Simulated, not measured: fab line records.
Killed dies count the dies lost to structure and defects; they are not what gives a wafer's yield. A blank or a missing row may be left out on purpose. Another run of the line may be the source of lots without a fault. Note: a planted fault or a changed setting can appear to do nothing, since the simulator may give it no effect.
fab line records ; flow gf180mcu
record: lots: 14; wafers: 42; lastDay: 34
route steps=602 shown V2@399 M3@410 V3@432
lots that met no fault: from a run of the same line without faults
startH: hours from the record's first day to the start of the lot's first wafer shown ; waitH: time in hours since the lot's previous step ; " the same as in the row above ; L1.1+2: a single row standing in for several wafers ; - either no value or no given start ; * or withheld: withheld ; < > ~ a bound
route shown NAME@n: names a module that has steps shown in the file, with the first one's number in the route ; usual: mean/standard deviation of fault-free wafers ; same: alike in all rows ; chamber/n: place in a boat ; sites: per-site readings ; _std_site: their standard deviation ; _edge_site: mean of outer sites minus mean of inner sites ; radiusMm: for every site, how far away it sits from the centre of the wafer ; mask NAME#n: copy n ; behind: the last tool/chamber to shape the wafer ; hold: why the lot was held/for how many hours/how that ended ; device: the transistor (n, p or np) that didn't switch ; end of line: the route-end tests of the same wafers ; a step given without rows: its recipe and nothing more ; killed: not the wafer's yield, but the dies lost to structure and defects at the first sort ; map: a wafer's dies, x killed, . not, _ none there
set.NAME: the setting that was run; set.NAME@STEP: the one run at that earlier step ; model.NAME: the simulator's own value behind a step, which no gauge read
route steps across a sampled set of lots; one table per step, one row per wafer
services: a tool's chamber out of use, with start hour (startH, from the record's first day; less than 0 if before it), hours out, and reason
== steps ==
step: GF_V2_ETCH_17
recipe: chemistry: C4F8/O2/Ar; maskMaterial: KrF; target: SiO2; stopOn: TiN; sourceW: 1500; biasW: 1200; pressureMtorr: 40; c4f8FlowSccm: withheld; O2_flow_sccm: 6; Ar_flow_sccm: 300; timeS: withheld; targetDepthA: 6300
usual: biasW: 1200/3.7; chamberPressureMTorr: 40.01/0.036; oesProductAu: 0.856/0.0047
lot.wafer;tool;chamber;startH;waitH;biasW;chamberPressureMTorr;oesProductAu
L200.4;rieDiel-03;1;-;-;1204;40.01;0.858
L200.5;rieDiel-03;0;-;-;1204;40.02;0.858
L200.6;rieDiel-03;3;-;-;1199;39.93;0.859
L201.2;rieDiel-03;3;-;-;1193;40.07;0.862
L201.4;rieDiel-03;0;-;-;1201;40.00;0.860
L201.6;rieDiel-03;1;-;-;1201;39.98;0.850
L202.1;rieDiel-03;2;-;-;1197;40.04;0.859
L202.2;rieDiel-03;0;-;-;1195;40.01;0.853
L202.6;rieDiel-03;3;-;-;1192;39.97;0.861
L204.2;rieDiel-03;0;-;-;1197;40.04;0.852
L204.3;rieDiel-03;3;-;-;1201;40.06;0.862
L204.6;rieDiel-03;1;-;-;1199;40.01;0.856
L205.1;rieDiel-04;3;-;-;1206;39.99;0.857
L205.3;rieDiel-04;2;-;-;1201;40.02;0.861
L205.6;rieDiel-04;2;-;-;1199;39.99;0.855
L211.1;rieDiel-02;1;-;-;1198;40.01;0.847
L211.5;rieDiel-02;0;-;-;1197;40.00;0.864
L211.6;rieDiel-02;1;-;-;1195;40.05;0.853
L212.1;rieDiel-03;0;-;-;1193;40.03;0.850
L212.2;rieDiel-03;3;-;-;1204;39.95;0.859
L212.3;rieDiel-03;1;-;-;1200;39.98;0.858
L213.3;rieDiel-04;3;-;-;1195;40.01;0.854
L213.5;rieDiel-04;1;-;-;1198;39.99;0.857
L213.6;rieDiel-04;2;-;-;1202;40.05;0.856
L214.1;rieDiel-03;2;-;-;1201;40.01;0.862
L214.3;rieDiel-03;1;-;-;1200;39.99;0.857
L214.5;rieDiel-03;2;-;-;1202;40.04;0.855
L215.2;rieDiel-03;1;-;-;1195;40.02;0.853
L215.3;rieDiel-03;2;-;-;1198;40.02;0.851
L215.6;rieDiel-03;1;-;-;1201;40.01;0.861
L217.1;rieDiel-04;2;-;-;1206;40.03;0.860
L217.4;rieDiel-04;3;-;-;1200;40.06;0.853
L217.6;rieDiel-04;1;-;-;1205;40.01;0.860
L218.1;rieDiel-04;2;-;-;1208;39.99;0.856
L218.2;rieDiel-04;3;-;-;1194;40.06;0.851
L218.3;rieDiel-04;1;-;-;1199;40.07;0.863
L222.1;rieDiel-03;3;-;-;1198;40.05;0.849
L222.4;rieDiel-03;0;-;-;1202;40.00;0.849
L222.6;rieDiel-03;1;-;-;1203;39.97;0.859
L223.4;rieDiel-04;3;-;-;1203;40.00;0.850
L223.5;rieDiel-04;2;-;-;1196;40.04;0.854
L223.6;rieDiel-04;1;-;-;1206;40.02;0.859
step: GF_M3_SPUTTER_01
recipe: material: TiN; targetThkNm: 30; powerW: 6500; timeS: 25; chamberPressurePa: 0.4
usual: throttleValvePct: 30.3/0.99
same: timeS: 25
lot.wafer;tool;chamber;startH;waitH;throttleValvePct
L200.4;pvdSputter-01;-;460.73;0.1;31.0
L200.5;pvdSputter-01;-;460.73;0.1;29.0
L200.6;pvdSputter-01;-;460.73;0.1;30.8
L201.2;pvdSputter-01;-;472.40;0.1;30.6
L201.4;pvdSputter-01;-;472.40;0.1;29.0
L201.6;pvdSputter-01;-;472.40;0.1;30.7
L202.1;pvdSputter-02;-;476.37;0.1;30.1
L202.2;pvdSputter-02;-;476.37;0.1;28.1
L202.6;pvdSputter-02;-;476.37;0.1;31.5
L204.2;pvdSputter-03;-;505.77;0.1;30.2
L204.3;pvdSputter-03;-;505.77;0.1;30.2
L204.6;pvdSputter-03;-;505.77;0.1;29.8
L205.1;pvdSputter-01;-;506.37;0.1;30.3
L205.3;pvdSputter-01;-;506.37;0.1;30.7
L205.6;pvdSputter-01;-;506.37;0.1;30.4
L211.1;pvdSputter-03;-;568.71;0.1;30.3
L211.5;pvdSputter-03;-;568.71;0.1;29.9
L211.6;pvdSputter-03;-;568.71;0.1;30.9
L212.1;pvdSputter-01;-;569.73;0.1;31.0
L212.2;pvdSputter-01;-;569.73;0.1;28.8
L212.3;pvdSputter-01;-;569.73;0.1;30.4
L213.3;pvdSputter-01;-;576.57;0.1;30.1
L213.5;pvdSputter-01;-;576.57;0.1;31.0
L213.6;pvdSputter-01;-;576.57;0.1;28.7
L214.1;pvdSputter-02;-;585.78;0.1;30.0
L214.3;pvdSputter-02;-;585.78;0.1;28.3
L214.5;pvdSputter-02;-;585.78;0.1;30.8
L215.2;pvdSputter-02;-;595.73;0.1;31.6
L215.3;pvdSputter-02;-;595.73;0.1;30.0
L215.6;pvdSputter-02;-;595.73;0.1;30.1
L217.1;pvdSputter-01;-;608.62;0.1;28.8
L217.4;pvdSputter-01;-;608.62;0.1;29.0
L217.6;pvdSputter-01;-;608.62;0.1;30.1
L218.1;pvdSputter-03;-;616.62;0.1;30.2
L218.2;pvdSputter-03;-;616.62;0.1;30.1
L218.3;pvdSputter-03;-;616.62;0.1;30.9
L222.1;pvdSputter-02;-;640.17;0.1;31.5
L222.4;pvdSputter-02;-;640.17;0.1;30.0
L222.6;pvdSputter-02;-;640.17;0.1;31.0
L223.4;pvdSputter-02;-;647.95;0.1;28.2
L223.5;pvdSputter-02;-;647.95;0.1;31.7
L223.6;pvdSputter-02;-;647.95;0.1;31.2
step: GF_M3_METAL_ETCH_16
recipe: chemistry: Cl2/BCl3; maskMaterial: KrF; targetDepthNm: 627.5; stopOn: SiO2; pressureMtorr: 8; icpW: 800; biasW: 140; Cl2_flow_sccm: 80; bcl3FlowSccm: 40; timeS: 104.6
usual: bcl3FlowSccm: 40.00/0.13; biasW: 140.0/0.42; drypumpMotorCurrentA: 5.8/0.43; oesProductAu: 0.971/0.0057; throttleValvePct: 28.252/0.01; timeS: 104.6/0
lot.wafer;tool;chamber;startH;waitH;bcl3FlowSccm;biasW;drypumpMotorCurrentA;oesProductAu;rfHoursCounterH;throttleValvePct;timeS
L200.4;rieMetal-04;1;485.96;0.0;39.94;141.1;5.9;0.971;-;28.233;104.6
L200.5;rieMetal-04;1;485.96;0.0;39.77;140.3;5.9;0.971;-;28.234;104.6
L200.6;rieMetal-04;0;485.96;0.0;40.11;139.6;6.6;0.973;-;28.253;104.6
L201.2;rieMetal-01;0;497.04;0.0;39.89;139.9;6.0;0.976;10;28.243;104.6
L201.4;rieMetal-01;0;497.04;0.0;39.82;139.9;6.0;0.969;-;28.249;104.6
L201.6;rieMetal-01;0;497.04;0.0;39.95;140.5;6.0;0.970;-;28.245;104.6
L202.1;rieMetal-02;1;500.73;0.0;40.20;139.4;5.7;0.963;1;28.244;104.6
L202.2;rieMetal-02;0;500.73;0.0;40.11;140.0;5.5;0.971;5;28.245;104.6
L202.6;rieMetal-02;1;500.73;0.0;40.05;140.2;5.7;0.967;-;28.260;104.6
L204.2;rieMetal-02;1;529.48;0.0;40.00;140.1;5.7;0.972;2;28.257;104.6
L204.3;rieMetal-02;0;529.48;0.0;40.10;139.6;5.5;0.970;-;28.261;104.6
L204.6;rieMetal-02;0;529.48;0.0;40.14;139.4;5.5;0.974;-;28.253;104.6
L205.1;rieMetal-01;0;529.77;0.0;40.08;139.6;6.0;0.978;11;28.258;104.6
L205.3;rieMetal-01;0;529.77;0.0;40.28;140.0;6.0;0.974;-;28.246;104.6
L205.6;rieMetal-01;0;529.77;0.0;40.12;139.6;6.0;0.971;-;28.237;104.6
L211.1;rieMetal-01;1;590.79;0.0;-;-;-;-;-;-;-
L211.5;rieMetal-01;0;590.79;0.0;-;-;-;-;-;-;-
L211.6;rieMetal-01;1;590.79;0.0;-;-;-;-;-;-;-
L212.1;rieMetal-04;1;592.08;0.0;-;-;-;-;-;-;-
L212.2;rieMetal-04;1;592.08;0.0;-;-;-;-;-;-;-
L212.3;rieMetal-04;1;592.08;0.0;-;-;-;-;-;-;-
L213.3;rieMetal-02;0;598.26;0.1;39.97;139.6;5.5;0.981;-;28.249;104.6
L213.5;rieMetal-02;0;598.26;0.1;39.85;140.0;5.5;0.975;-;28.249;104.6
L213.6;rieMetal-02;1;598.26;0.1;39.96;139.6;5.7;0.980;-;28.244;104.6
L214.1;rieMetal-01;1;606.99;0.0;40.02;139.6;5.2;0.970;10;28.251;104.6
L214.3;rieMetal-01;1;606.99;0.0;39.95;139.9;5.2;0.974;-;28.239;104.6
L214.5;rieMetal-01;1;606.99;0.0;39.98;140.1;5.2;0.971;-;28.243;104.6
L215.2;rieMetal-02;1;616.49;0.0;40.17;139.1;5.7;0.962;5;28.265;104.6
L215.3;rieMetal-02;0;616.49;0.0;39.96;140.4;5.5;0.969;-;28.273;104.6
L215.6;rieMetal-02;1;616.49;0.0;40.13;140.3;5.7;0.973;-;28.242;104.6
L217.1;rieMetal-01;1;629.39;0.0;39.89;139.5;5.2;0.979;10;28.234;104.6
L217.4;rieMetal-01;0;629.39;0.0;40.00;139.8;6.0;0.979;-;28.274;104.6
L217.6;rieMetal-01;0;629.39;0.0;40.02;139.9;6.0;0.977;-;28.228;104.6
L218.1;rieMetal-04;0;636.73;0.0;40.29;140.2;6.6;0.983;1;28.264;104.6
L218.2;rieMetal-04;1;636.73;0.0;39.98;139.7;5.9;0.969;3;28.253;104.6
L218.3;rieMetal-04;1;636.73;0.0;39.95;140.8;5.9;0.973;-;28.249;104.6
L222.1;rieMetal-01;0;660.47;0.0;39.98;139.7;6.0;0.968;3;28.250;104.6
L222.4;rieMetal-01;1;660.47;0.0;39.88;140.0;5.3;0.963;-;28.256;104.6
L222.6;rieMetal-01;0;660.47;0.0;39.88;139.5;6.0;0.963;-;28.261;104.6
L223.4;rieMetal-02;1;667.03;0.0;40.22;140.4;5.7;0.979;-;28.276;104.6
L223.5;rieMetal-02;1;667.03;0.0;40.18;140.4;5.7;0.966;-;28.247;104.6
L223.6;rieMetal-02;0;667.03;0.0;39.99;140.4;5.5;0.973;-;28.258;104.6
step: GF_M3_STRIP_17
recipe: chemistry: O2/N2; powerW: 1400; pressureMtorr: 1500; platenTempC: 250; o2FlowSccm: 3000; n2FlowSccm: 300; overashFraction: 0.5
usual: drypumpMotorCurrentA: 5.5/0.37; heaterPowerW: 325/45; o2FlowSccm: 2998/8.1; oesProductAu: 0.557/0.0047; stripTimeToEndpointS: 7.86/0.041
lot.wafer;tool;chamber;startH;waitH;drypumpMotorCurrentA;heaterPowerW;o2FlowSccm;oesProductAu;rfHoursCounterH;stripTimeToEndpointS
L200.4;plasmaAsher-04;0;486.07;0.1;5.2;323;2987;0.563;-;7.89
L200.5;plasmaAsher-04;1;486.07;0.1;6.1;287;3007;0.553;-;7.84
L200.6;plasmaAsher-04;0;486.07;0.1;5.2;333;2991;0.558;-;7.88
L201.2;plasmaAsher-03;1;497.15;0.1;5.9;429;3000;0.553;70;7.81
L201.4;plasmaAsher-03;0;497.15;0.1;5.4;275;3016;0.563;-;7.83
L201.6;plasmaAsher-03;1;497.15;0.1;5.9;433;3004;0.555;-;7.84
L202.1;plasmaAsher-04;1;500.84;0.1;6.1;283;3000;0.557;8;7.86
L202.2;plasmaAsher-04;0;500.84;0.1;5.3;323;2995;0.554;8;7.86
L202.6;plasmaAsher-04;0;500.84;0.1;5.3;320;2991;0.557;-;7.86
L204.2;plasmaAsher-03;1;529.59;0.1;5.9;440;3000;0.565;73;7.86
L204.3;plasmaAsher-03;0;529.59;0.1;5.4;285;3000;0.561;-;7.85
L204.6;plasmaAsher-03;0;529.59;0.1;5.4;279;2988;0.551;-;7.85
L205.1;plasmaAsher-02;1;529.88;0.1;5.6;341;3001;0.556;92;7.87
L205.3;plasmaAsher-02;0;529.88;0.1;5.0;298;2991;0.551;-;7.85
L205.6;plasmaAsher-02;0;529.88;0.1;5.0;306;2990;0.552;-;7.88
L211.1;plasmaAsher-02;0;590.90;0.1;5.0;309;3000;0.660;98;10.19
L211.5;plasmaAsher-02;1;590.90;0.1;5.6;352;3002;0.652;-;10.20
L211.6;plasmaAsher-02;0;590.90;0.1;5.0;307;3002;0.666;-;10.19
L212.1;plasmaAsher-04;0;592.30;0.2;5.2;324;2996;0.657;17;10.25
L212.2;plasmaAsher-04;1;592.30;0.2;6.1;281;2993;0.654;17;10.21
L212.3;plasmaAsher-04;0;592.30;0.2;5.3;319;3003;0.662;-;10.23
L213.3;plasmaAsher-04;1;598.37;0.1;6.0;277;2998;0.563;-;7.91
L213.5;plasmaAsher-04;1;598.37;0.1;6.0;283;2992;0.564;-;7.88
L213.6;plasmaAsher-04;0;598.37;0.1;5.2;326;2992;0.559;-;7.87
L214.1;plasmaAsher-04;1;607.10;0.1;6.1;282;2990;0.558;18;7.86
L214.3;plasmaAsher-04;1;607.10;0.1;6.1;292;3003;0.559;-;7.84
L214.5;plasmaAsher-04;0;607.10;0.1;5.2;332;2967;0.551;-;7.86
L215.2;plasmaAsher-04;1;616.60;0.1;6.1;284;3009;0.554;19;7.84
L215.3;plasmaAsher-04;0;616.60;0.1;5.2;319;2998;0.558;-;7.87
L215.6;plasmaAsher-04;0;616.60;0.1;5.2;322;3007;0.561;-;7.88
L217.1;plasmaAsher-03;0;629.50;0.1;5.4;275;2995;0.550;84;7.78
L217.4;plasmaAsher-03;1;629.50;0.1;5.8;434;3002;0.558;-;7.84
L217.6;plasmaAsher-03;1;629.50;0.1;5.8;437;3003;0.559;-;7.88
L218.1;plasmaAsher-02;1;636.84;0.1;5.6;349;3002;0.553;103;7.88
L218.2;plasmaAsher-02;0;636.84;0.1;5.0;317;3004;0.563;103;7.86
L218.3;plasmaAsher-02;1;636.84;0.1;5.6;346;2983;0.559;-;7.88
L222.1;plasmaAsher-04;1;660.58;0.1;6.1;284;2994;0.559;24;7.88
L222.4;plasmaAsher-04;1;660.58;0.1;6.1;283;2999;0.548;-;7.84
L222.6;plasmaAsher-04;1;660.58;0.1;6.1;281;2997;0.560;-;7.92
L223.4;plasmaAsher-02;0;667.13;0.1;5.0;303;2996;0.555;-;7.93
L223.5;plasmaAsher-02;1;667.13;0.1;5.6;345;2991;0.556;-;7.95
L223.6;plasmaAsher-02;0;667.13;0.1;5.0;309;2989;0.571;-;7.99
step: GF_V3_THK_MEAS_03
recipe: reads: SiO2_of_V3_CVD_02
usual: V3_CVD_02_THK: 848/10
lot.wafer;tool;chamber;startH;waitH;V3_CVD_02_THK[nm]
L200.4;filmMetro-02;-;486.80;0.0;839
L200.5;filmMetro-02;-;486.80;0.0;849
L200.6;filmMetro-02;-;486.80;0.0;852
L201.2;filmMetro-04;-;497.94;0.0;853
L201.4;filmMetro-04;-;497.94;0.0;858
L201.6;filmMetro-04;-;497.94;0.0;861
L202.1;filmMetro-04;-;501.58;0.0;851
L202.2;filmMetro-04;-;501.58;0.0;843
L202.6;filmMetro-04;-;501.58;0.0;861
L204.2;filmMetro-02;-;530.34;0.0;848
L204.3;filmMetro-02;-;530.34;0.0;846
L204.6;filmMetro-02;-;530.34;0.0;854
L205.1;filmMetro-04;-;530.62;0.0;838
L205.3;filmMetro-04;-;530.62;0.0;844
L205.6;filmMetro-04;-;530.62;0.0;859
L213.3;filmMetro-04;-;599.09;0.1;843
L213.5;filmMetro-04;-;599.09;0.1;846
L213.6;filmMetro-04;-;599.09;0.1;857
L214.1;filmMetro-04;-;607.84;0.0;853
L214.3;filmMetro-04;-;607.84;0.0;848
L214.5;filmMetro-04;-;607.84;0.0;861
L215.2;filmMetro-04;-;617.35;0.0;850
L215.3;filmMetro-04;-;617.35;0.0;850
L215.6;filmMetro-04;-;617.35;0.0;841
L217.1;filmMetro-02;-;630.30;0.0;850
L217.4;filmMetro-02;-;630.30;0.0;872
L217.6;filmMetro-02;-;630.30;0.0;868
L218.1;filmMetro-02;-;637.68;0.0;831
L218.2;filmMetro-02;-;637.68;0.0;839
L218.3;filmMetro-02;-;637.68;0.0;831
L222.1;filmMetro-04;-;661.35;0.0;829
L222.4;filmMetro-04;-;661.35;0.0;844
L222.6;filmMetro-04;-;661.35;0.0;835
L223.4;filmMetro-02;-;667.87;0.0;848
L223.5;filmMetro-02;-;667.87;0.0;857
L223.6;filmMetro-02;-;667.87;0.0;859
== services ==
tool;chamber;startH;hours;kind
plasmaAsher-02;-;452.64;1.2;repair
rieDiel-04;-;458.46;0.5;repair
rieDiel-04;3;464.79;2.0;repair
pvdSputter-01;-;490.23;2.8;repair
rieDiel-04;1;497.43;11.0;repair
rieDiel-03;3;498.98;4.5;repair
rieDiel-04;0;525.64;32.4;repair
plasmaAsher-02;-;535.96;7.0;repair
pvdSputter-01;-;537.96;0.8;repair
plasmaAsher-04;-;541.05;15.6;pm
plasmaAsher-02;-;546.20;1.5;repair
rieDiel-04;0;565.48;34.3;repair
rieDiel-03;0;571.35;4.2;repair
rieDiel-03;3;576.40;2.7;repair
plasmaAsher-02;-;579.63;2.8;pm
pvdSputter-02;-;581.17;1.5;repair
rieDiel-04;3;592.32;11.7;repair
rieDiel-03;1;599.32;7.8;repair
rieDiel-03;3;611.80;6.4;repair
rieDiel-03;2;612.10;13.2;repair
pvdSputter-01;-;625.85;65.9;repair
rieDiel-04;-;637.77;0.2;repair
rieDiel-04;2;656.61;6.1;repair
pvdSputter-01;-;663.16;5.6;repair
== key ==
firstSign: step: GF_M3_METAL_ETCH_16; reading: toolRecord; direction: missing
effect: step: GF_M3_STRIP_17; reading: stripTimeToEndpointS; direction: up; sigmas: 58; usual: *; struck: *
metAt GF_M3_METAL_ETCH_16
struckLots L211,L212
laterRowsLeftOut L211.1,L211.5,L211.6,L212.1,L212.2,L212.3
sortLeftOut L211.1,L211.5,L211.6,L212.1,L212.2,L212.3
notActingAt GF_V2_ETCH_17,GF_M3_SPUTTER_01,GF_V3_THK_MEAS_03
onsetBetween 529.77 590.79
fault: kind: skippedStepWhole; tool: rieMetal-01,rieMetal-04; chamber: -; onsetH: 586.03; steps: GF_M3_METAL_ETCH_16; scope: struckLotsOnly
sortLeftOut: the simulated sort isn't trusted on such a fault, so these wafers' sort isn't shown, and their yield isn't known
laterRowsLeftOut: the simulator's readings of these wafers behind a module that went badly wrong aren't trusted and aren't shown, but for the sort
